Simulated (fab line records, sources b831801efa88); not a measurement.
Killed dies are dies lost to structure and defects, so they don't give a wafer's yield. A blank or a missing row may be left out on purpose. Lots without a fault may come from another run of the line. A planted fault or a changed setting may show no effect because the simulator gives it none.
Which tool did it? | flow sfq_line | 7 lots, 21 wafers sampled, at 2 steps of a route of 325

WHAT THE GAUGES READ, wafer by wafer
SFQ_M0_RS_MEAS_904: measures by four-point-probe.
lot  | measured     | on            | M0_NB_RS (ohm/sq)
L692 | day 5 11:11  | film_metro-02 | 0.910 0.910 0.900
L694 | day 5 18:21  | film_metro-04 | 0.906 0.916 0.917
L696 | day 6 06:27  | film_metro-02 | 0.888 0.880 0.888
L698 | day 6 18:30  | film_metro-04 | 0.897 0.880 0.886
L703 | day 8 04:02  | film_metro-04 | 0.787 0.801 0.790
L712 | day 11 02:56 | film_metro-04 | 0.894 0.882 0.888
L714 | day 11 12:32 | film_metro-02 | 0.904 0.897 0.903

WHICH TOOL RAN EACH LOT (tool, then ch and the chambers of the sampled wafers, then the start)
lot  | SFQ_TRILAYER_M0_DEP_SPUTTER_019
L692 | pvd_sputter-04, day 5 11:04
L694 | pvd_sputter-06, day 5 18:14
L696 | pvd_sputter-04, day 6 06:20
L698 | pvd_sputter-04, day 6 18:23
L703 | pvd_sputter-06, day 8 03:56
L712 | pvd_sputter-06, day 11 02:50
L714 | pvd_sputter-03, day 11 12:26
- SFQ_TRILAYER_M0_DEP_SPUTTER_019: material Nb, target thk 200 nm, time 133.3 s.

THE ANSWER, worked out from the rows above alone
Rule: what is usual is taken from the lots themselves. Put in order of their means at a reading, lots are off if they are a third of the lots or fewer, leave a main group of 4 or more, and stand apart from it by a gap of 3 or more times the standard deviation of the main group's means; of several such gaps the widest counts. A main group whose means are all the same, to the digits that the tables above print for the reading, isn't used. A lot without any number at a reading at which 4 lots or more have one is off too. The other lots that the step has rows for count as sound.
Off: L703, at SFQ_M0_RS_MEAS_904 (M0_NB_RS). The main group: mean 0.897 ohm/sq, standard deviation 0.011.
A tool fits if, at a process step before that reading, it ran every lot that is off, and no sound lot after the first of them. The gauges at SFQ_M0_RS_MEAS_904 are tried like those tools. None of those tried fits.

WHAT THE SIMULATOR HAD PUT IN
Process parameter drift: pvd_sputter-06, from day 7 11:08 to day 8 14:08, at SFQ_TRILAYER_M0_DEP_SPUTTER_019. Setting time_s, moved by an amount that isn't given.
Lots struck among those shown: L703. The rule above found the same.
